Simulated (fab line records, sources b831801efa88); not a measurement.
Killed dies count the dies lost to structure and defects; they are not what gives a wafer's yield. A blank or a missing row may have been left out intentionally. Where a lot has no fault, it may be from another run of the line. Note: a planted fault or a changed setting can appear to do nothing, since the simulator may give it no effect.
Problem report, 8D (eight disciplines) form, completed by code | flow gf180mcu | the parts of the form that need people (team, actions taken, sign-off) are left out

1. WHAT WENT WRONG
HV_LDD_CVD_54_THK at GF_HV_LDD_THK_MEAS_55 reads a mean of 6.21 nm on 6 wafers of 2 lots; wafers without a fault read 10.00 nm with a standard deviation of 0.12. That is -32 standard deviations from the usual mean.
First observed at day 14 03:22: wafer L926.1, on film metro-01. The record has a number at this step for 42 wafers belonging to 14 lots. By rule, "out" or "out of limits" means more than 4 standard deviations away from the usual mean. The rest of the wafers with a number are treated as sound.

2. WHAT THIS IS AND IS NOT
question                    | is                           | is not
which readings at this step | HV_LDD_CVD_54_THK            | -
which lots                  | L926, L927                   | L922, L923, L924, L925, L935, L937, L938, L939, L940, L942, L944, L945
which wafers of those lots  | all that have a number       | -
read on which gauges        | film metro-01, film metro-03 | film metro-04
when                        | from day 14 03:22            | up to then (12 sound wafers); but 24 sound wafers of L935, L937, L938, L939, L940, L942, L944, L945 came after

3. THE SUSPECTS, EACH WITH WHAT RULES IT OUT
Counting: any tool at a process step up to the reading is kept as a suspect provided that every lot that is out went through it and no sound lot did after the first of them.
- the gauge at GF_HV_LDD_THK_MEAS_55 is ruled out. Those wafers that are out were read across 2 gauges (film metro-01, film metro-03).
- lpcvd-02 at GF_HV_LDD_CVD_54 (deposits SiO2 from TEOS, target thk 10 nm, time 75 s): ruled out as a lasting fault. The sound lots L937, L938, L944 went through it after L926, its earliest lot that is out (day 14 02:21).
Left after counting: nothing in the record.

4. THE CAUSE (what the simulator had put in)
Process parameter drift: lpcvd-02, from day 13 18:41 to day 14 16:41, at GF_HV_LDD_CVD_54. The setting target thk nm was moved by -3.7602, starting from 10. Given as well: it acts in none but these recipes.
Counting ruled it out, wrongly: the rule takes a fault to strike every lot that its tool runs from its start on, and this one did not.

5. THE CHAIN OF EFFECTS, in route order
Each row: a reading where the mean over the struck wafers with a number is more than 3 standard deviations away from the usual. Readings are gone through only where the record gives a usual standard deviation; hours: the median, over the lots, of the time from a lot's start at the first step in this table giving one to that lot's start at this step; sigmas: the change measured in usual standard deviations.
hours | step                  | reading           | usual    | on struck wafers | change | sigmas
0     | GF_HV_LDD_THK_MEAS_55 | HV_LDD_CVD_54_THK | 10.00 nm | 6.21             | -3.79  | -32
Later steps that measure or inspect, where all struck wafers having a row at the step show a number for every such reading and not one has moved that far: GF_HV_LDD_THK_MEAS_57.

6. HOW IT WOULD HAVE BEEN CAUGHT EARLIER
The first out-of-limits reading at a measuring or inspecting step in this record came at day 14 03:22, 9 hours after the fault's start at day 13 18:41.
